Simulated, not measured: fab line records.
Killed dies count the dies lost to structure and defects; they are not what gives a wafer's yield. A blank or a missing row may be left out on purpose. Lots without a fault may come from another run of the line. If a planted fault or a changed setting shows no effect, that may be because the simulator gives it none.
fab line records + flow gf180mcu + part 2 of 2: steps 27 to 37 of 37
record
- lots=5
- wafers=15
- last_day=32
route steps=602 shown V4@496 MIM@503 M5@526
lots with no fault: from the same line, run without faults
start_h: hours from the record's first day to the start of the lot's first wafer shown + wait_h: hours from the lot's prior step to this one + " as in the row above + L1.1+2: several wafers, shown together as one row + - value missing, or start not given + * or withheld: withheld + < > ~ a bound
route shown NAME@n: NAME is a module with steps in the file, n the number in the route of the first one + usual: the fault-free wafers' mean and standard deviation + same: alike in all rows + chamber/n: place in a boat + sites: the reading at each site + _std_site: their standard deviation + _edge_site: outer sites' mean less inner sites' + radius_mm: how far each site lies from the wafer's centre + mask NAME#n: copy n + behind: the last tool/chamber to shape the wafer + hold: reason for holding the lot/hours on hold/outcome of the hold + device: whichever transistor did not switch (one of n, p or np) + end of line: the route-end tests of the same wafers + where a step has no rows: the recipe by itself + killed: dies lost to structure and defects at the first sort, not the wafer's yield + map: a wafer's dies, marking killed ones x, the rest . and places with no die _
set.NAME: the run value of the setting; set.NAME@STEP: its run value at that earlier step + model.NAME: the simulator's own value behind a step, which no gauge read
lots seen at some steps along the route; tables by step, rows by wafer
services: a tool's chamber out of use, with start hour (start_h, from the record's first day; less than 0 if before it), hours out, and reason
## steps
# step GF_MIM_METAL_ETCH_19
# recipe
- chemistry=Cl2/BCl3
- mask_material=NOVOLAK
- stop_on=Si3N4
- target_depth_nm=324.5
- pressure_mtorr=8
- icp_w=800
- bias_w=140
- Cl2_flow_sccm=80
- bcl3_flow_sccm=40
- time_s=54.1
# usual
- bcl3_flow_sccm=39.96/0.14
- chamber_pressure_mTorr=7.999/0.007
- drypump_motor_current_A=5.9/0.61
- mfc_cl2_sccm=80.01/0.26
- oes_product_au=0.942/0.0064
- throttle_valve_pct=28.281/0.0096
| lot.wafer | tool         | chamber | start_h | wait_h | bcl3_flow_sccm | chamber_pressure_mTorr | drypump_motor_current_A | mfc_cl2_sccm | oes_product_au | rf_hours_counter_h | throttle_valve_pct |
|-----------|--------------|---------|---------|--------|----------------|------------------------|-------------------------|--------------|----------------|--------------------|--------------------|
| L075.1    | rie_metal-02 | 1       | 589.98  | 0.1    | 39.95          | 7.995                  | 6.8                     | 79.90        | 0.944          | 10                 | 28.290             |
| L075.2    | "            | 0       | "       | "      | 39.93          | 8.002                  | 5.7                     | 80.28        | 0.945          | 10                 | 28.276             |
| L075.3    | "            | 0       | "       | "      | 39.77          | 7.995                  | 5.7                     | 79.58        | 0.941          | -                  | 28.274             |
| L082.1    | rie_metal-03 | 0       | 646.03  | 0.1    | 39.95          | 7.995                  | 5.1                     | 80.12        | 0.952          | 5                  | 28.280             |
| L082.2    | "            | 1       | "       | "      | 39.87          | 8.003                  | 5.8                     | 79.98        | 0.952          | 5                  | 28.280             |
| L082.5    | "            | 0       | "       | "      | 40.09          | 8.003                  | 5.1                     | 80.32        | 0.945          | -                  | 28.300             |
| L083.1    | rie_metal-03 | 0       | 653.84  | 0.1    | 39.71          | 7.998                  | 5.1                     | 79.83        | 0.932          | 5                  | 28.275             |
| L083.3    | "            | 0       | "       | "      | 39.64          | 8.003                  | 5.1                     | 79.83        | 0.958          | -                  | 28.275             |
| L083.5    | "            | 0       | "       | "      | 39.68          | 7.997                  | 5.2                     | 79.69        | 0.956          | -                  | 28.278             |
| L086.1    | rie_metal-04 | 0       | 667.73  | 0.1    | 39.91          | 8.004                  | 6.7                     | 79.87        | 0.941          | 5                  | 28.274             |
| L086.5    | "            | 1       | "       | "      | 39.98          | 7.987                  | 6.5                     | 80.14        | 0.941          | -                  | 28.287             |
| L086.6    | "            | 0       | "       | "      | 39.88          | 8.006                  | 6.8                     | 79.86        | 0.933          | -                  | 28.281             |
| L088.2    | rie_metal-02 | 0       | 693.10  | 0.1    | 40.16          | 7.992                  | 5.6                     | 80.37        | 0.949          | -                  | 28.276             |
| L088.4    | "            | 0       | "       | "      | 40.20          | 7.986                  | 5.6                     | 80.21        | 0.943          | -                  | 28.299             |
| L088.5    | "            | 0       | "       | "      | 40.20          | 8.000                  | 5.6                     | 80.20        | 0.949          | -                  | 28.274             |
# step GF_MIM_STRIP_20
# recipe
- chemistry=O2/N2
- power_w=1400
- pressure_mtorr=1500
- platen_temp_c=250
- o2_flow_sccm=3000
- n2_flow_sccm=300
- overash_fraction=0.5
# usual
- chamber_pressure_mTorr=1500.0/1.3
- drypump_motor_current_A=5.69/0.21
- heater_power_w=322/41
- oes_product_au=0.692/0.0045
- strip_time_to_endpoint_s=11.23/0.04
| lot.wafer | tool            | chamber | start_h | wait_h | chamber_pressure_mTorr | drypump_motor_current_A | heater_power_w | oes_product_au | rf_hours_counter_h | strip_time_to_endpoint_s |
|-----------|-----------------|---------|---------|--------|------------------------|-------------------------|----------------|----------------|--------------------|--------------------------|
| L075.1    | plasma_asher-04 | 0       | 590.05  | 0.0    | 1500.5                 | 5.64                    | 308            | 0.689          | 48                 | 11.21                    |
| L075.2    | "               | 1       | "       | "      | 1501.1                 | 5.76                    | 397            | 0.694          | 48                 | 11.21                    |
| L075.3    | "               | 1       | "       | "      | 1500.3                 | 5.76                    | 395            | 0.690          | -                  | 11.25                    |
| L082.1    | plasma_asher-01 | 1       | 646.10  | 0.0    | 1502.9                 | 5.54                    | 285            | 0.695          | 24                 | 11.29                    |
| L082.2    | "               | 0       | "       | "      | 1497.8                 | 6.08                    | 301            | 0.696          | 24                 | 11.20                    |
| L082.5    | "               | 1       | "       | "      | 1502.3                 | 5.50                    | 283            | 0.694          | -                  | 11.24                    |
| L083.1    | plasma_asher-01 | 1       | 653.91  | 0.0    | 1497.9                 | 5.52                    | 281            | 0.685          | 26                 | 11.25                    |
| L083.3    | "               | 1       | "       | "      | 1500.3                 | 5.51                    | 287            | 0.697          | -                  | 11.26                    |
| L083.5    | "               | 0       | "       | "      | 1502.2                 | 5.98                    | 301            | 0.694          | -                  | 11.27                    |
| L086.1    | plasma_asher-01 | 1       | 667.80  | 0.0    | 1500.7                 | 5.53                    | 287            | 0.694          | 27                 | 11.23                    |
| L086.5    | "               | 0       | "       | "      | 1500.1                 | 5.93                    | 301            | 0.694          | -                  | 11.25                    |
| L086.6    | "               | 1       | "       | "      | 1501.1                 | 5.51                    | 286            | 0.691          | -                  | 11.28                    |
| L088.2    | plasma_asher-02 | 1       | 693.22  | 0.1    | 1497.4                 | 5.77                    | 333            | 0.686          | 108                | 11.18                    |
| L088.4    | "               | 1       | "       | "      | 1499.8                 | 5.77                    | 324            | 0.693          | -                  | 11.22                    |
| L088.5    | "               | 0       | "       | "      | 1502.0                 | 5.24                    | 325            | 0.699          | -                  | 11.25                    |
# step GF_MIM_STRIP_21
# recipe
- chemistry=post_etch_residue_remover
- time_s=1200
- temp_c=72.5
| lot.wafer  | tool         | chamber | start_h | wait_h |
|------------|--------------|---------|---------|--------|
| L075.1+2+3 | wet_bench-03 | 0       | 590.15  | 0.1    |
| L082.1+2+5 | wet_bench-02 | 0       | 646.20  | 0.1    |
| L083.1+3+5 | wet_bench-02 | 0       | 654.01  | 0.1    |
| L086.1+5+6 | wet_bench-02 | 0       | 667.90  | 0.1    |
| L088.2+4+5 | wet_bench-04 | 2       | 693.32  | 0.1    |
# step GF_MIM_CLEAN_22
# recipe
- chemistry=DIW
- dry=n2_spin
| lot.wafer  | tool         | chamber | start_h | wait_h |
|------------|--------------|---------|---------|--------|
| L075.1+2+3 | wet_bench-04 | 0       | 590.49  | 0.0    |
| L082.1+2+5 | wet_bench-04 | 1       | 646.54  | 0.0    |
| L083.1+3+5 | wet_bench-03 | 0       | 654.42  | 0.0    |
| L086.1+5+6 | wet_bench-04 | 1       | 668.24  | 0.0    |
| L088.2+4+5 | wet_bench-03 | 1       | 693.66  | 0.0    |
# step GF_M5_DEHYDRATE_00
# recipe
- temp_c=200
- time_s=60
| lot.wafer  | tool           | chamber | start_h | wait_h |
|------------|----------------|---------|---------|--------|
| L075.1+2+3 | litho_track-02 | 0       | 600.40  | 9.8    |
| L082.1+2+5 | litho_track-02 | 0       | 655.50  | 8.9    |
| L083.1+3+5 | litho_track-02 | 0       | 663.90  | 9.4    |
| L086.1+5+6 | litho_track-03 | 0       | 677.48  | 9.1    |
| L088.2+4+5 | litho_track-03 | 0       | 702.45  | 8.7    |
# step GF_M5_HMDS_01
# recipe
- prime_time_s=60
- prime_temp_c=120
| lot.wafer  | tool           | chamber | start_h | wait_h |
|------------|----------------|---------|---------|--------|
| L075.1+2+3 | litho_track-02 | 0       | 600.55  | 0.1    |
| L082.1+2+5 | litho_track-02 | 0       | 655.65  | 0.1    |
| L083.1+3+5 | litho_track-02 | 0       | 664.05  | 0.1    |
| L086.1+5+6 | litho_track-03 | 0       | 677.63  | 0.1    |
| L088.2+4+5 | litho_track-03 | 0       | 702.60  | 0.1    |
# step GF_M5_COAT_02
# recipe
- resist=KrF
- spin_rpm=withheld
- resist_thk_nm=1000
# usual
- dispense_pressure_kPa=48.7/2.9
| lot.wafer | tool           | chamber | start_h | wait_h | dispense_pressure_kPa |
|-----------|----------------|---------|---------|--------|-----------------------|
| L075.1    | litho_track-02 | 0       | 600.70  | 0.1    | 48.1                  |
| L075.2    | "              | 0       | "       | "      | 48.0                  |
| L075.3    | "              | 0       | "       | "      | 48.0                  |
| L082.1    | litho_track-02 | 0       | 655.80  | 0.1    | 48.0                  |
| L082.2    | "              | 0       | "       | "      | 48.0                  |
| L082.5    | "              | 0       | "       | "      | 48.0                  |
| L083.1    | litho_track-02 | 0       | 664.20  | 0.1    | 48.1                  |
| L083.3    | "              | 0       | "       | "      | 48.0                  |
| L083.5    | "              | 0       | "       | "      | 48.0                  |
| L086.1    | litho_track-03 | 0       | 677.78  | 0.1    | 46.6                  |
| L086.5    | "              | 0       | "       | "      | 46.6                  |
| L086.6    | "              | 0       | "       | "      | 46.5                  |
| L088.2    | litho_track-03 | 0       | 702.75  | 0.1    | 46.6                  |
| L088.4    | "              | 0       | "       | "      | 46.5                  |
| L088.5    | "              | 0       | "       | "      | 46.5                  |
# step GF_M5_SOFTBAKE_03
# recipe
- temp_c=130
- time_s=60
- resist=KrF
| lot.wafer  | tool           | chamber | start_h | wait_h |
|------------|----------------|---------|---------|--------|
| L075.1+2+3 | litho_track-02 | 0       | 600.85  | 0.1    |
| L082.1+2+5 | litho_track-02 | 0       | 655.95  | 0.1    |
| L083.1+3+5 | litho_track-02 | 0       | 664.35  | 0.1    |
| L086.1+5+6 | litho_track-03 | 0       | 677.93  | 0.1    |
| L088.2+4+5 | litho_track-03 | 0       | 702.90  | 0.1    |
# step GF_M5_EXPOSE_04
# recipe
- mask_id=Metal5
- target_cd_nm=280
- na=0.68
- source_shape=conventional
- sigma_outer=0.6
- dose_mj=28
| lot.wafer  | tool           | chamber | start_h | wait_h | mask     |
|------------|----------------|---------|---------|--------|----------|
| L075.1+2+3 | krf_scanner-02 | 0       | -       | -      | Metal5#0 |
| L082.1+2+5 | krf_scanner-01 | 0       | -       | -      | Metal5#0 |
| L083.1+3+5 | krf_scanner-02 | 0       | -       | -      | Metal5#0 |
| L086.1+5+6 | krf_scanner-01 | 0       | -       | -      | Metal5#0 |
| L088.2+4+5 | krf_scanner-01 | 0       | -       | -      | Metal5#0 |
# step GF_M5_PEB_05
# recipe
- peb_temp_c=135
- peb_time_s=90
- resist=KrF
# same
- peb_time_s=90
| lot.wafer  | tool           | chamber | start_h | wait_h |
|------------|----------------|---------|---------|--------|
| L075.1+2+3 | litho_track-01 | 0       | -       | -      |
| L082.1+2+5 | litho_track-03 | 0       | -       | -      |
| L083.1+3+5 | litho_track-02 | 0       | -       | -      |
| L086.1+5+6 | litho_track-02 | 0       | -       | -      |
| L088.2+4+5 | litho_track-01 | 0       | -       | -      |
# step GF_M5_DEVELOP_06
# recipe
- develop_time_s=60
- dev_temp_c=21
| lot.wafer  | tool           | chamber | start_h | wait_h |
|------------|----------------|---------|---------|--------|
| L075.1+2+3 | litho_track-01 | 0       | 610.58  | 0.2    |
| L082.1+2+5 | litho_track-03 | 0       | 665.43  | 0.2    |
| L083.1+3+5 | litho_track-02 | 0       | 674.15  | 0.2    |
| L086.1+5+6 | litho_track-02 | 0       | 686.95  | 0.2    |
| L088.2+4+5 | litho_track-01 | 0       | 712.16  | 0.2    |
## services
| tool             | chamber | start_h | hours | kind   |
|------------------|---------|---------|-------|--------|
| krf_scanner-02   | -       | 545.73  | 1.4   | repair |
| cmp-01           | -       | 550.66  | 3.8   | repair |
| cmp-02           | -       | 556.84  | 0.8   | repair |
| cmp-02           | -       | 558.09  | 3.1   | repair |
| krf_scanner-01   | -       | 567.52  | 0.8   | pm     |
| rie_metal-03     | -       | 571.90  | 4.3   | pm     |
| cmp-02           | -       | 572.00  | 4.0   | pm     |
| krf_scanner-02   | -       | 572.71  | 1.0   | pm     |
| cvd_w-02         | -       | 574.59  | 1.3   | repair |
| krf_scanner-01   | -       | 577.55  | 4.4   | pm     |
| krf_scanner-02   | -       | 584.24  | 0.8   | repair |
| cmp-02           | -       | 584.89  | 6.6   | pm     |
| pvd_sputter-02   | -       | 607.05  | 1.4   | repair |
| krf_scanner-02   | -       | 621.08  | 0.6   | repair |
| iline_stepper-01 | -       | 632.01  | 1.3   | repair |
| cmp-02           | -       | 632.17  | 4.6   | pm     |
| krf_scanner-01   | -       | 637.87  | 1.0   | pm     |
| wet_bench-01     | -       | 642.52  | 4.4   | pm     |
| cmp-02           | -       | 648.95  | 2.2   | repair |
| pvd_sputter-01   | -       | 653.32  | 5.3   | repair |
| pvd_sputter-02   | -       | 682.34  | 5.0   | repair |
| pvd_sputter-02   | -       | 693.85  | 5.5   | repair |
| pvd_sputter-01   | -       | 698.74  | 11.2  | repair |
| iline_stepper-01 | -       | 701.32  | 1.7   | pm     |
